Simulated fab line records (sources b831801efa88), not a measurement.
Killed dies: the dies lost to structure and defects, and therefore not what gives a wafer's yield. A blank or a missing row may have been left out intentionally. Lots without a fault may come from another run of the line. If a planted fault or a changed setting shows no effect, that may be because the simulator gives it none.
What tool caused it?    flow gf180mcu    42 wafers from 14 lots sampled at 2 of the route's 602 steps

## WHAT EACH GAUGE READ, for each wafer
GF_CONTACT_BOW_MEAS_05. Usual: CONTACT_BOW 64 um, standard deviation 6.8.
lot   measured      on             CONTACT_BOW (um)  flag
L885  day 15 05:14  film metro-01  52 71 52          
L886  day 15 12:14  film metro-01  70 72 78          
L888  day 15 23:50  film metro-02  72 71 64          
L889  day 16 10:07  film metro-01  70 60 64          
L890  day 16 18:10  film metro-01  57 63 64          
L891  day 17 01:28  film metro-02  73 59 59          
L893  day 17 20:58  film metro-02  73 61 61          
L895  day 18 14:58  film metro-01  66 69 67          
L896  day 19 02:47  film metro-01  65 66 72          
L897  day 19 09:26  film metro-01  72 67 72          
L898  day 19 13:19  film metro-01  64 53 77          
L901  day 21 00:17  film metro-03  69 72 59          
L902  day 21 18:22  film metro-02  57 66 70          
L903  day 21 23:45  film metro-03  69 76 63          

## TOOL THAT RAN EACH LOT (tool first, then ch and the chambers of the sampled wafers, then the start)
lot   GF_CONTACT_CVD_02
L885  pecvd-03 ch 0,1, day 15 04:47
L886  pecvd-04 ch 0,1,2, day 15 11:49
L888  pecvd-03 ch 0,2, day 15 23:23
L889  pecvd-02 ch 1,2, day 16 09:41
L890  pecvd-02 ch 0,1,2, day 16 17:41
L891  pecvd-02 ch 0,2, day 17 01:01
L893  pecvd-04 ch 0,1, day 17 20:31
L895  pecvd-03 ch 0,2, day 18 14:31
L896  pecvd-04 ch 0,2, day 19 02:22
L897  pecvd-02 ch 0,1, day 19 09:00
L898  pecvd-04 ch 0,1, day 19 12:53
L901  pecvd-03 ch 0,1, day 20 23:49
L902  pecvd-02 ch 1,2, day 21 17:56
L903  pecvd-03 ch 0,1,2, day 21 23:18
- GF_CONTACT_CVD_02: deposits SiO2 from TEOS, target thk 860 nm, time 95.992 s.

## AS READ BY THE TOOLS THEMSELVES (means over the sampled wafers that have a number; for cases with no such wafer, the mark the record gives instead)
GF_CONTACT_CVD_02. Usual: 649 W for heater power w, sd 76.
lot   tool      heater power w (W)  flag
L885  pecvd-03  644                 
L886  pecvd-04  606                 
L888  pecvd-03  679                 
L889  pecvd-02  667                 
L890  pecvd-02  687                 
L891  pecvd-02  734                 
L893  pecvd-04  638                 
L895  pecvd-03  704                 
L896  pecvd-04  526                 
L897  pecvd-02  639                 
L898  pecvd-04  561                 
L901  pecvd-03  599                 
L902  pecvd-02  676                 
L903  pecvd-03  654                 

## THE ANSWER, worked out from the rows above alone
Rule: take the mean of a lot's wafers that have a number; if it is more than 3 standard deviations from the usual mean, the lot is off. Also off: a lot with no number at a reading for which 4 or more lots have one. Where the step has rows for the other lots, those lots are counted as sound. First the gauges in route order, then the tools' own readings, where a lot's mean is used as printed above. The first step at which some lot is off is used, and at that step the reading that is off furthest; a lot without a number counts as furthest.
Nothing can be told from this: no lot is off at any reading shown.

## WHAT HAD BEEN PUT IN BY THE SIMULATOR
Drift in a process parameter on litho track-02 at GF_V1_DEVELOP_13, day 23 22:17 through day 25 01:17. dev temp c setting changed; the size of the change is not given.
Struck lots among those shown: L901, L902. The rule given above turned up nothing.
